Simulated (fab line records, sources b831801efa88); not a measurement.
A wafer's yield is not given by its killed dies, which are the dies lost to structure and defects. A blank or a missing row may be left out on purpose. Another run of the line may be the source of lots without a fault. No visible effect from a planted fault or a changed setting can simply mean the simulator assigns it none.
A lot that was struck, set against a sound lot || flow sfq line || 19 out of 325 route steps
Sound: wafers L996.1, L996.3, L996.4. Struck: wafers L101.5, L101.6. (L101.4 of the same lot was not struck and is left out.) The cause comes at the end.
Per side, at each step with rows, come the tool, then ch with its chambers, and then its first start. Under that, the readings that differ: sound wafers || struck wafers || difference of the means || sigmas: that difference in standard deviations of wafers without a fault.
alike: same words and numbers on both sides, and readings whose means sit less than 2 such deviations apart. not compared: any withheld reading, any reading some wafer has no value for, any bound like >300 that may hide the same value, and any number with overlapping values for which the record gives no deviation.
Wherever a step has rows on one side only, a row that says differs or no value, or a row with sigmas, the two part there. Non-overlapping numbers with no deviation appear without sigmas and do not part them. A reading missing from all wafers of one side parts the sides only when that side holds two or more wafers.

SFQ_M6_OVL_MEAS_940:
  sound on overlay-01 at day 74 03:10; struck on overlay-02 at day 75 16:55
  alike: M6_OVL
SFQ_TRILAYER_M6_BARC_OPEN_METAL_ETCH_206: etches BARC in O2, target depth 125 nm, time 41.7 s.
  sound on rie metal-03 ch 0,1, day 74 03:13; struck on rie metal-03 ch 0,1, day 75 16:57
  alike: chamber pressure mTorr, drypump motor current A, oes product au
  not compared: rf hours counter h
SFQ_TRILAYER_M6_ETCH_METAL_ETCH_162: etches Nb in Cl2/Ar, stops on SiO2, target depth 240 nm, time 120 s.
  sound on rie metal-03 ch 0,1, day 74 03:16; struck on rie metal-03 ch 0,1, day 75 17:02
  alike: chamber pressure mTorr, drypump motor current A, oes product au
  not compared: rf hours counter h
SFQ_TRILAYER_M6_STRIP_STRIP_163: strips in O2.
  sound on rie metal-03 ch 0,1, day 74 03:23; struck on rie metal-03 ch 0,1, day 75 17:19
  alike: chamber pressure mTorr, drypump motor current A, oes product au
  not compared: rf hours counter h
then, 1 step without rows for these wafers: SFQ_TRILAYER_M6_STRIP_SOLV_CLEAN_164 (cleans in NMP, time 600 s).
SFQ_TRILAYER_I6_DEP_PECVD_165: deposits SiO2 from SiH4/N2O, time 111.11 s, target thk 500 nm.
  sound on pecvd-04 ch 0,1,2, day 74 04:10; struck on pecvd-01 ch 0,2, day 75 17:56
  alike: heater power w, throttle valve pct
then, 1 step without rows for these wafers: SFQ_TRILAYER_I6_CMP_CMP_166 (polishes SiO2).
SFQ_I6_BOW_MEAS_941:
  sound on film metro-01 at day 74 10:51; struck on film metro-02 at day 76 05:56
{"reading": "I6_BOW (um)", "sound": "3 -12 0", "struck": "14 22", "difference": "+21", "sigmas": "+2"}
then, 4 steps without rows for these wafers: SFQ_TRILAYER_I6_METRO_MEASURE_167; SFQ_TRILAYER_I6_VIA_LITHO_COAT_174 (resist thk 62 nm); SFQ_TRILAYER_I6_VIA_LITHO_COAT_169 (resist thk 650 nm); SFQ_TRILAYER_I6_VIA_LITHO_SOFTBAKE_173.
-- the record jumps here: 4 days lie between the struck wafers' starts before and after --
SFQ_TRILAYER_I6_VIA_LITHO_EXPOSE_170: exposes mask I6, target cd 700 nm.
  sound on krf scanner-02 ch 0, day 78 17:00; struck on krf scanner-02 ch 0, day 80 06:48
  alike: mask, stage vel mm s
then, 2 steps without rows for these wafers: SFQ_TRILAYER_I6_VIA_LITHO_PEB_172 (peb time 60 s); SFQ_TRILAYER_I6_VIA_LITHO_DEVELOP_171 (time 60 s).
SFQ_I6_OVL_MEAS_942:
  sound on overlay-01 at day 78 18:30; struck on overlay-02 at day 80 07:43
  alike: I6_OVL
SFQ_TRILAYER_I6_VIA_BARC_OPEN_VIA_ETCH_235: etches BARC in O2, target depth 125 nm, time 41.7 s.
  sound on rie diel-01 ch 0,2, day 78 18:32; struck on rie diel-02 ch 0,1, day 80 07:44
{"reading": "model.I6.cd nm (nm)", "sound": "700.5 699.6 701", "struck": "711.1 709.6", "difference": "+10.0", "sigmas": ""}
  alike: chamber pressure mTorr, drypump motor current A, oes product au
  not compared: rf hours counter h
SFQ_TRILAYER_I6_VIA_ETCH_VIA_ETCH_172: etches SiO2 in CHF3, stops on Nb, target depth 260 nm.
  sound on rie diel-01 ch 0,2, day 78 18:35; struck on rie diel-02 ch 0,1, day 80 07:47
{"reading": "model.I6.cd nm (nm)", "sound": "698.8 698.3 700.8", "struck": "713.8 709.6", "difference": "+12.4", "sigmas": ""}
  alike: chamber pressure mTorr, drypump motor current A, oes product au
SFQ_TRILAYER_I6_VIA_STRIP_STRIP_173: strips in O2.
  sound on rie metal-03 ch 0,1, day 78 18:41; struck on rie metal-01 ch 0,1, day 80 08:05
  alike: chamber pressure mTorr, drypump motor current A, oes product au
  not compared: rf hours counter h

## WHERE THEY PART
Only at SFQ_I6_BOW_MEAS_941, within this record. Later steps at which nothing parts them and some readings are alike: SFQ_TRILAYER_I6_VIA_LITHO_EXPOSE_170, SFQ_I6_OVL_MEAS_942, SFQ_TRILAYER_I6_VIA_BARC_OPEN_VIA_ETCH_235, SFQ_TRILAYER_I6_VIA_ETCH_VIA_ETCH_172, SFQ_TRILAYER_I6_VIA_STRIP_STRIP_173.

WHY: what had been put in by the simulator
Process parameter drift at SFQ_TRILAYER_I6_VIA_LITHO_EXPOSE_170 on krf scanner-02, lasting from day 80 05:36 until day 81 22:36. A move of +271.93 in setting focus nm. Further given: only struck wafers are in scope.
